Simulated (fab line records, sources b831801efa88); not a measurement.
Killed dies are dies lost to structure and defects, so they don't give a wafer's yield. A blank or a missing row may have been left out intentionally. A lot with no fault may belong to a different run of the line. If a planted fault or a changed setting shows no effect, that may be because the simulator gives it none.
Which of the tools did it? ; flow gf180mcu ; 13 lots with 39 wafers sampled at 4 steps, on a route of 602 steps

== WHAT THE GAUGES READ, wafer by wafer ==
GF_M3_RS_MEAS_05: measures by four-point-probe. Usual: for M3_ALCU_RS the level is 0.0693 ohm/sq and the standard deviation is 0.00086.
lot;measured;on;M3_ALCU_RS (ohm/sq);flag
L710;day 20 13:33;filmMetro-03;0.0690 0.0682 0.0685;
L711;day 21 00:13;filmMetro-03;0.0695 0.0694 0.0695;
L714;day 21 17:43;filmMetro-02;0.0687 0.0700 0.0692;
L715;day 22 09:49;filmMetro-03;0.0702 0.0704 0.0688;
L716;day 22 15:07;filmMetro-03;0.0684 0.0684 0.0688;
L717;day 23 10:58;filmMetro-01;0.0687 0.0689 0.0688;
L721;day 24 18:55;filmMetro-03;0.0688 0.0696 0.0691;
L725;day 26 04:00;filmMetro-03;0.0696 0.0697 0.0706;
L726;day 26 10:35;filmMetro-03;0.0693 0.0697 0.0693;
L728;day 26 14:47;filmMetro-01;0.0696 0.0699 0.0695;
L727;day 26 18:12;filmMetro-01;0.0694 0.0698 0.0687;
L731;day 27 10:22;filmMetro-03;0.0693 0.0696 0.0683;
L733;day 27 21:02;filmMetro-02;0.0705 0.0694 0.0700;

GF_V3_BOW_MEAS_05. Usual: for V3_BOW the level is 118 um and the standard deviation is 9.2.
lot;measured;on;V3_BOW (um);flag
L710;day 21 14:41;filmMetro-04;123 117 120;
L711;day 22 01:41;filmMetro-04;119 118 134;
L714;day 22 18:41;filmMetro-03;124 121 125;
L715;day 23 09:58;filmMetro-01;128 120 112;
L716;day 23 15:38;filmMetro-03;102 118 107;
L717;day 24 11:03;filmMetro-03;108 109 106;
L721;day 25 17:48;filmMetro-03;99 114 107;
L725;day 27 01:44;filmMetro-03;109 107 112;
L726;day 27 07:32;filmMetro-04;115 126 112;
L728;day 27 12:06;filmMetro-01;122 126 118;
L727;day 27 15:40;filmMetro-03;124 125 133;
L731;day 28 07:18;filmMetro-01;127 138 123;
L733;day 28 17:22;filmMetro-03;123 125 122;

== WHICH TOOL RAN EACH LOT (tool, then ch and the chambers of the sampled wafers, then the start) ==
lot;GF_M2_SPUTTER_00;GF_V2_CVD_23
L710;pvdSputter-02, day 18 10:52;cvdW-01 ch 0,1, day 20 12:44
L711;pvdSputter-04, day 18 20:31;cvdW-01 ch 1, day 20 23:24
L714;pvdSputter-02, day 19 14:35;cvdW-01 ch 0,1, day 21 16:53
L715;pvdSputter-02, day 20 07:25;cvdW-01 ch 0,1, day 22 08:59
L716;pvdSputter-02, day 20 11:43;cvdW-02 ch 0,1, day 22 14:18
L717;pvdSputter-01, day 21 08:46;cvdW-01 ch 0,1, day 23 10:08
L721;pvdSputter-01, day 22 19:04;cvdW-02 ch 0,1, day 24 18:07
L725;pvdSputter-01, day 24 06:20;cvdW-01 ch 0,1, day 26 03:11
L726;pvdSputter-04, day 24 13:15;cvdW-02 ch 0,1, day 26 09:46
L728;pvdSputter-04, day 24 18:01;cvdW-02 ch 0,1, day 26 13:59
L727;pvdSputter-04, day 24 21:10;cvdW-01 ch 0,1, day 26 17:23
L731;pvdSputter-04, day 25 14:43;cvdW-02 ch 0,1, day 27 09:32
L733;pvdSputter-01, day 26 00:42;cvdW-02 ch 0,1, day 27 20:14
- GF_M2_SPUTTER_00: material Ti, target thk 37.5 nm, time 150 s.
- GF_V2_CVD_23: deposits W, target thk 350 nm, time 104.94 s.

== WHAT THE TOOLS THEMSELVES READ (means of the sampled wafers that have a number; where no wafer has one, the mark that the record gives instead) ==
GF_M2_SPUTTER_00. Usual: cathodeDcPowerW 3999.9 W, standard deviation 0.76; throttleValvePct 29.7 %, standard deviation 1.4.
lot;tool;cathodeDcPowerW (W);throttleValvePct (%);flag
L710;pvdSputter-02;3999.5;29.5;
L711;pvdSputter-04;3999.4;28.5;
L714;pvdSputter-02;3999.3;29.3;
L715;pvdSputter-02;4000.1;29.0;
L716;pvdSputter-02;3999.5;29.3;
L717;pvdSputter-01;4000.9;29.8;
L721;pvdSputter-01;3999.2;29.9;
L725;pvdSputter-01;4000.3;29.5;
L726;pvdSputter-04;3999.0;28.6;
L728;pvdSputter-04;3999.7;29.6;
L727;pvdSputter-04;4000.5;29.1;
L731;pvdSputter-04;3999.5;29.1;
L733;pvdSputter-01;3999.3;30.0;

GF_V2_CVD_23. Usual: chamberPressureTorr 40.02 Torr, standard deviation 0.1; heaterPowerW 857 W, standard deviation 38.
lot;tool;chamberPressureTorr (Torr);heaterPowerW (W);flag
L710;cvdW-01;40.00;846;
L711;cvdW-01;39.85;862;
L714;cvdW-01;39.94;851;
L715;cvdW-01;40.01;852;
L716;cvdW-02;39.90;873;
L717;cvdW-01;39.89;832;
L721;cvdW-02;39.90;868;
L725;cvdW-01;42.84;836;OFF
L726;cvdW-02;40.04;895;
L728;cvdW-02;40.01;884;
L727;cvdW-01;42.77;857;OFF
L731;cvdW-02;40.20;880;
L733;cvdW-02;40.02;890;

== THE ANSWER, worked out from the rows above alone ==
Rule: take the mean of a lot's wafers that have a number; if it is more than 3 standard deviations from the usual mean, the lot is off. A lot without any number at a reading at which 4 lots or more have one is off too. Where the step has rows for the other lots, those lots are counted as sound. First the gauges in route order, then the tools' own readings, where a lot's mean is used as printed above. The first step at which some lot is off is used, and at that step the reading that is off furthest; a lot without a number counts as furthest.
Off: L725, L727, at GF_V2_CVD_23 (chamberPressureTorr).
If a tool, at that step or one of the process steps before it, ran each lot that is off and ran no sound lot following the first of them, it fits. One fits: cvdW-01 at GF_V2_CVD_23. A fault onset in the window from L717 (day 23 10:08, its last sound lot) to L725 (day 26 03:11, its first lot off) fits.
The tool's own readings at GF_V2_CVD_23 bear it out: on the lots that are off they differ by more than 5 times the standard deviation of the sound lots' means. chamberPressureTorr reads 42.81 Torr there against 39.98 Torr on the sound lots.

== WHAT THE SIMULATOR HAD INSERTED ==
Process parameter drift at GF_V2_CVD_23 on cvdW-01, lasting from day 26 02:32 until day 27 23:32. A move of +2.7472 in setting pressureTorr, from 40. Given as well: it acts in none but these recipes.
Shown lots that were struck: L725, L727. The rule above found the same.
